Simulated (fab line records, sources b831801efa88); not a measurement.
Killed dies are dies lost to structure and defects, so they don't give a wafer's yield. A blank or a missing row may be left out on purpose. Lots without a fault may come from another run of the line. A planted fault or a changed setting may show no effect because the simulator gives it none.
Which tool did it? | flow gf180mcu | 24 lots, 72 wafers sampled, at 5 steps of a route of 602

WHAT THE GAUGES READ, wafer by wafer
GF_V2_THK_MEAS_25: measures by xrf. Usual: V2_W_THK 341 nm, standard deviation 4.1.
lot  | measured     | on            | V2_W_THK (nm) | flag
L074 | day 20 16:18 | film_metro-03 | 343 340 339   |
L075 | day 21 01:08 | film_metro-03 | 341 340 342   |
L076 | day 21 10:22 | film_metro-02 | 345 346 346   |
L077 | day 21 11:58 | film_metro-04 | 342 339 342   |
L078 | day 22 05:08 | film_metro-02 | 341 347 345   |
L079 | day 22 09:26 | film_metro-02 | 347 346 344   |
L080 | day 22 21:21 | film_metro-03 | 340 342 348   |
L081 | day 23 04:43 | film_metro-04 | 347 342 341   |
L082 | day 23 10:20 | film_metro-02 | 335 335 336   |
L083 | day 23 13:17 | film_metro-02 | 337 336 334   |
L084 | day 24 02:53 | film_metro-02 | 345 352 346   |
L085 | day 24 07:18 | film_metro-02 | 346 345 342   |
L086 | day 24 17:20 | film_metro-03 | 343 342 341   |
L087 | day 25 00:56 | film_metro-02 | 339 343 342   |
L088 | day 25 10:38 | film_metro-04 | 348 346 340   |
L089 | day 25 22:19 | film_metro-04 | 340 336 346   |
L090 | day 26 04:50 | film_metro-02 | 340 343 342   |
L091 | day 26 09:44 | film_metro-02 | 338 335 338   |
L092 | day 26 15:36 | film_metro-02 | 332 338 334   |
L093 | day 27 02:10 | film_metro-03 | 341 343 343   |
L094 | day 27 04:05 | film_metro-04 | 341 345 349   |
L095 | day 27 09:52 | film_metro-04 | 336 335 338   |
L096 | day 28 04:29 | film_metro-02 | 347 342 346   |
L097 | day 28 06:25 | film_metro-03 | 342 341 350   |

GF_TOP_METAL_OVL_MEAS_15. Usual: TOP_METAL_OVL 1.0 nm, standard deviation 1.3.
lot  | measured     | on         | TOP_METAL_OVL (nm) | flag
L074 | day 28 09:40 | overlay-02 | 0.3 1.2 1.0        |
L075 | day 28 18:09 | overlay-02 | 1.8 0.3 0.2        |
L076 | day 29 01:47 | overlay-01 | 2.4 2.4 2.6        |
L077 | day 29 01:29 | overlay-01 | 0.4 -0.7 -0.5      |
L078 | day 29 16:31 | overlay-01 | 1.6 1.0 -1.5       |
L079 | day 29 18:07 | overlay-01 | 0.2 -0.6 1.4       |
L080 | day 30 05:22 | overlay-02 | 0.2 1.3 0.0        |
L081 | day 30 16:12 | overlay-01 | 3.2 3.1 3.9        |
L082 | day 30 17:09 | overlay-01 | 1.2 1.6 1.6        |
L083 | day 30 19:05 | overlay-01 | 0.6 0.1 0.2        |
L084 | day 31 06:37 | overlay-02 | 0.6 -1.2 1.2       |
L085 | day 31 09:23 | overlay-01 | -1.0 1.2 -0.2      |
L086 | day 31 18:00 | overlay-02 | 0.0 0.6 -0.2       |
L087 | day 31 20:55 | overlay-01 | 1.8 1.4 2.4        |
L088 | day 32 07:37 | overlay-01 | 1.9 2.8 2.7        |
L089 | day 32 15:21 | overlay-01 | 2.1 1.1 0.8        |
L090 | day 32 23:20 | overlay-01 | 1.4 1.5 1.2        |
L091 | day 33 01:11 | overlay-01 | -0.6 -1.2 -0.9     |
L092 | day 33 04:48 | overlay-01 | -0.2 -0.2 1.5      |
L093 | day 33 14:16 | overlay-02 | 3.4 2.2 3.7        |
L094 | day 33 15:29 | overlay-02 | 1.0 0.5 0.9        |
L095 | day 33 20:57 | overlay-02 | 1.1 1.3 2.7        |
L096 | day 34 11:14 | overlay-01 | 1.3 0.2 1.5        |
L097 | day 34 12:04 | overlay-01 | 3.2 2.7 2.1        |

WHICH TOOL RAN EACH LOT (tool, then ch and the chambers of the sampled wafers, then the start)
lot  | GF_V4_STRIP_18                       | GF_MIM_SPUTTER_01            | GF_MIM_SPUTTER_03
L074 | plasma_asher-01 ch 0,1, day 24 18:13 | pvd_sputter-03, day 24 19:33 | pvd_sputter-03, day 24 19:37
L075 | plasma_asher-03 ch 0,1, day 25 03:14 | pvd_sputter-03, day 25 04:38 | pvd_sputter-03, day 25 04:41
L076 | plasma_asher-01 ch 0,1, day 25 11:25 | pvd_sputter-02, day 25 12:44 | pvd_sputter-02, day 25 12:48
L077 | plasma_asher-03 ch 0,1, day 25 11:46 | pvd_sputter-01, day 25 13:07 | pvd_sputter-01, day 25 13:11
L078 | plasma_asher-03 ch 0,1, day 26 03:53 | pvd_sputter-01, day 26 05:11 | pvd_sputter-01, day 26 05:15
L079 | plasma_asher-03 ch 0,1, day 26 06:05 | pvd_sputter-01, day 26 07:31 | pvd_sputter-01, day 26 07:35
L080 | plasma_asher-01 ch 0,1, day 26 17:25 | pvd_sputter-01, day 26 18:43 | pvd_sputter-01, day 26 18:46
L081 | plasma_asher-04 ch 0,1, day 27 01:19 | pvd_sputter-03, day 27 02:41 | pvd_sputter-03, day 27 02:44
L082 | plasma_asher-03 ch 0,1, day 27 05:43 | pvd_sputter-03, day 27 07:05 | pvd_sputter-03, day 27 07:09
L083 | plasma_asher-03 ch 0,1, day 27 08:47 | pvd_sputter-03, day 27 10:05 | pvd_sputter-03, day 27 10:09
L084 | plasma_asher-01 ch 1, day 27 21:28   | pvd_sputter-02, day 27 22:49 | pvd_sputter-02, day 27 22:53
L085 | plasma_asher-01 ch 1, day 28 02:23   | pvd_sputter-01, day 28 03:43 | pvd_sputter-01, day 28 03:46
L086 | plasma_asher-04 ch 0,1, day 28 09:40 | pvd_sputter-02, day 28 10:59 | pvd_sputter-02, day 28 11:03
L087 | plasma_asher-03 ch 0,1, day 28 15:13 | pvd_sputter-01, day 28 16:32 | pvd_sputter-01, day 28 16:36
L088 | plasma_asher-03 ch 0,1, day 29 01:03 | pvd_sputter-02, day 29 02:55 | pvd_sputter-02, day 29 02:58
L089 | plasma_asher-04 ch 0,1, day 29 11:01 | pvd_sputter-03, day 29 12:22 | pvd_sputter-03, day 29 12:26
L090 | plasma_asher-03 ch 0, day 29 20:41   | pvd_sputter-03, day 29 22:01 | pvd_sputter-03, day 29 22:04
L091 | plasma_asher-04 ch 0,1, day 29 22:43 | pvd_sputter-01, day 30 00:01 | pvd_sputter-01, day 30 00:04
L092 | plasma_asher-04 ch 0,1, day 30 03:10 | pvd_sputter-02, day 30 04:29 | pvd_sputter-02, day 30 04:33
L093 | plasma_asher-01 ch 0,1, day 30 13:11 | pvd_sputter-01, day 30 14:34 | pvd_sputter-01, day 30 14:37
L094 | plasma_asher-04 ch 0,1, day 30 14:25 | pvd_sputter-03, day 30 15:46 | pvd_sputter-03, day 30 15:49
L095 | plasma_asher-04 ch 0,1, day 30 20:29 | pvd_sputter-01, day 30 21:50 | pvd_sputter-01, day 30 21:54
L096 | plasma_asher-01 ch 0,1, day 31 14:28 | pvd_sputter-01, day 31 15:50 | pvd_sputter-01, day 31 15:53
L097 | plasma_asher-01 ch 0,1, day 31 15:16 | pvd_sputter-02, day 31 16:35 | pvd_sputter-02, day 31 16:39
- GF_V4_STRIP_18: strips in O2/N2.
- GF_MIM_SPUTTER_01: material TiN, target thk 30 nm, time 25 s.
- GF_MIM_SPUTTER_03: material Ti, target thk 10 nm, time 6.7 s.

WHAT THE TOOLS THEMSELVES READ (means of the sampled wafers that have a number; where no wafer has one, the mark that the record gives instead)
GF_V4_STRIP_18. Usual: drypump_motor_current_A 5.8 A, standard deviation 0.38; heater_power_w 324 W, standard deviation 26; oes_product_au 0.593 a.u., standard deviation 0.0053.
lot  | tool            | drypump_motor_current_A (A) | heater_power_w (W) | oes_product_au (a.u.) | flag
L074 | plasma_asher-01 | 6.0                         | 322                | 0.594                 |
L075 | plasma_asher-03 | 5.7                         | 343                | 0.601                 |
L076 | plasma_asher-01 | 6.1                         | 329                | 0.591                 |
L077 | plasma_asher-03 | 5.6                         | 335                | 0.593                 |
L078 | plasma_asher-03 | 5.7                         | 327                | 0.589                 |
L079 | plasma_asher-03 | 5.7                         | 336                | 0.594                 |
L080 | plasma_asher-01 | 6.0                         | 325                | 0.595                 |
L081 | plasma_asher-04 | 5.6                         | 289                | 0.595                 |
L082 | plasma_asher-03 | 5.7                         | 328                | 0.593                 |
L083 | plasma_asher-03 | 5.7                         | 331                | 0.587                 |
L084 | plasma_asher-01 | 5.8                         | 307                | 0.596                 |
L085 | plasma_asher-01 | 5.8                         | 310                | 0.596                 |
L086 | plasma_asher-04 | 5.4                         | 310                | 0.594                 |
L087 | plasma_asher-03 | 5.6                         | 337                | 0.592                 |
L088 | plasma_asher-03 | 5.7                         | 326                | 0.595                 |
L089 | plasma_asher-04 | 5.6                         | 293                | 0.591                 |
L090 | plasma_asher-03 | 5.8                         | 318                | 0.595                 |
L091 | plasma_asher-04 | 5.6                         | 291                | 0.590                 |
L092 | plasma_asher-04 | 5.4                         | 307                | 0.594                 |
L093 | plasma_asher-01 | 6.3                         | 342                | 0.592                 |
L094 | plasma_asher-04 | 5.6                         | 294                | 0.596                 |
L095 | plasma_asher-04 | 5.4                         | 310                | 0.593                 |
L096 | plasma_asher-01 | 6.1                         | 334                | 0.593                 |
L097 | plasma_asher-01 | 6.3                         | 341                | 0.594                 |

GF_MIM_SPUTTER_01. Usual: throttle_valve_pct 30.4 %, standard deviation 1.
lot  | tool           | throttle_valve_pct (%) | flag
L074 | pvd_sputter-03 | 31.2                   |
L075 | pvd_sputter-03 | 30.7                   |
L076 | pvd_sputter-02 | 30.2                   |
L077 | pvd_sputter-01 | 29.8                   |
L078 | pvd_sputter-01 | 30.9                   |
L079 | pvd_sputter-01 | 30.9                   |
L080 | pvd_sputter-01 | 30.3                   |
L081 | pvd_sputter-03 | 31.0                   |
L082 | pvd_sputter-03 | 30.7                   |
L083 | pvd_sputter-03 | 30.4                   |
L084 | pvd_sputter-02 | 30.7                   |
L085 | pvd_sputter-01 | 30.4                   |
L086 | pvd_sputter-02 | 30.5                   |
L087 | pvd_sputter-01 | 30.8                   |
L088 | pvd_sputter-02 | 30.5                   |
L089 | pvd_sputter-03 | 30.8                   |
L090 | pvd_sputter-03 | 30.3                   |
L091 | pvd_sputter-01 | 30.5                   |
L092 | pvd_sputter-02 | 30.3                   |
L093 | pvd_sputter-01 | 30.4                   |
L094 | pvd_sputter-03 | 30.3                   |
L095 | pvd_sputter-01 | 30.2                   |
L096 | pvd_sputter-01 | 28.7                   |
L097 | pvd_sputter-02 | 30.8                   |

GF_MIM_SPUTTER_03. Usual: throttle_valve_pct 30.3 %, standard deviation 1.
lot  | tool           | throttle_valve_pct (%) | flag
L074 | pvd_sputter-03 | 31.1                   |
L075 | pvd_sputter-03 | 30.7                   |
L076 | pvd_sputter-02 | 30.3                   |
L077 | pvd_sputter-01 | 29.6                   |
L078 | pvd_sputter-01 | 30.7                   |
L079 | pvd_sputter-01 | 30.8                   |
L080 | pvd_sputter-01 | 30.4                   |
L081 | pvd_sputter-03 | 30.9                   |
L082 | pvd_sputter-03 | 30.7                   |
L083 | pvd_sputter-03 | 30.5                   |
L084 | pvd_sputter-02 | 30.7                   |
L085 | pvd_sputter-01 | 30.6                   |
L086 | pvd_sputter-02 | 30.4                   |
L087 | pvd_sputter-01 | 30.7                   |
L088 | pvd_sputter-02 | 30.4                   |
L089 | pvd_sputter-03 | 30.9                   |
L090 | pvd_sputter-03 | 30.4                   |
L091 | pvd_sputter-01 | 30.5                   |
L092 | pvd_sputter-02 | 30.4                   |
L093 | pvd_sputter-01 | 30.3                   |
L094 | pvd_sputter-03 | 30.5                   |
L095 | pvd_sputter-01 | 30.4                   |
L096 | pvd_sputter-01 | 28.7                   |
L097 | pvd_sputter-02 | 30.7                   |

THE ANSWER, worked out from the rows above alone
Rule: a lot is off if the mean of its wafers that have a number lies more than 3 standard deviations from the usual mean. A lot without any number at a reading at which 4 lots or more have one is off too. The other lots that the step has rows for count as sound. The gauges are gone through in route order, then the tools' own readings, and for those a lot's mean is taken as printed above. The first step at which some lot is off is used, and at that step the reading that is off furthest; a lot without a number counts as furthest.
No lot is off at any reading shown: from this, nothing can be told.

WHAT THE SIMULATOR HAD PUT IN
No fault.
